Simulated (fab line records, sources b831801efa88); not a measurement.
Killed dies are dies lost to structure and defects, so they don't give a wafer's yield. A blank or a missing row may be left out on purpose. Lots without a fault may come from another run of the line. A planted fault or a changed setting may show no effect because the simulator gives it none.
Which tool did it? | flow sky130 | 14 lots, 42 wafers sampled, at 1 step of a route of 708

WHAT THE GAUGES READ, wafer by wafer
The record holds no reading of a measuring or inspecting step that can be judged against a usual standard deviation.

WHICH TOOL RAN EACH LOT (tool, then ch and the chambers of the sampled wafers, then the start)
lot  | SKY_FIELD_ISO_WET_ETCH_18
L413 | wet_bench-02 ch 1, day 2 04:47
L414 | wet_bench-03 ch 1, day 2 09:57
L415 | wet_bench-03 ch 3, day 2 15:45
L416 | wet_bench-01 ch 3, day 2 20:02
L419 | wet_bench-01 ch 0, day 3 14:17
L420 | wet_bench-02 ch 3, day 3 17:35
L421 | wet_bench-02 ch 2, day 3 23:21
L422 | wet_bench-01 ch 0, day 4 03:38
L424 | wet_bench-02 ch 3, day 4 16:47
L431 | wet_bench-01 ch 0, day 6 01:48
L432 | wet_bench-01 ch 2, day 6 09:36
L434 | wet_bench-03 ch 0, day 6 17:41
L435 | wet_bench-01 ch 0, day 6 23:18
L436 | wet_bench-03 ch 0, day 7 06:41
- SKY_FIELD_ISO_WET_ETCH_18: etches Si3N4 in H3PO4, target depth 25 nm, time 286 s.

WHAT THE TOOLS THEMSELVES READ (means of the sampled wafers that have a number; where no wafer has one, the mark that the record gives instead)
SKY_FIELD_ISO_WET_ETCH_18. Usual: bath_guard_temp_C 160.3 C, standard deviation 0.53; bath_heat_duty_pct 27.0 %, standard deviation 2.5.
lot  | tool         | bath_guard_temp_C (C) | bath_heat_duty_pct (%) | flag
L413 | wet_bench-02 | 160.1                 | 24.0                   |
L414 | wet_bench-03 | 160.0                 | 24.6                   |
L415 | wet_bench-03 | 159.8                 | 27.5                   |
L416 | wet_bench-01 | 159.8                 | 32.2                   |
L419 | wet_bench-01 | 161.2                 | 27.5                   |
L420 | wet_bench-02 | 159.9                 | 25.3                   |
L421 | wet_bench-02 | -                     | -                      | OFF
L422 | wet_bench-01 | -                     | -                      | OFF
L424 | wet_bench-02 | 160.0                 | 23.7                   |
L431 | wet_bench-01 | 161.2                 | 26.8                   |
L432 | wet_bench-01 | 160.4                 | 25.6                   |
L434 | wet_bench-03 | 159.9                 | 31.4                   |
L435 | wet_bench-01 | 161.1                 | 26.3                   |
L436 | wet_bench-03 | 159.9                 | 30.3                   |

THE ANSWER, worked out from the rows above alone
Rule: a lot is off if the mean of its wafers that have a number lies more than 3 standard deviations from the usual mean. A lot without any number at a reading at which 4 lots or more have one is off too. The other lots that the step has rows for count as sound. The gauges are gone through in route order, then the tools' own readings, and for those a lot's mean is taken as printed above. The first step at which some lot is off is used, and at that step the reading that is off furthest; a lot without a number counts as furthest.
Off: L421, L422, at SKY_FIELD_ISO_WET_ETCH_18 (bath_guard_temp_C). Without a number there: L421, L422.
A tool fits if, at that step or a process step before it, it ran every lot that is off, and no sound lot after the first of them. None of those tried fits.

WHAT THE SIMULATOR HAD PUT IN
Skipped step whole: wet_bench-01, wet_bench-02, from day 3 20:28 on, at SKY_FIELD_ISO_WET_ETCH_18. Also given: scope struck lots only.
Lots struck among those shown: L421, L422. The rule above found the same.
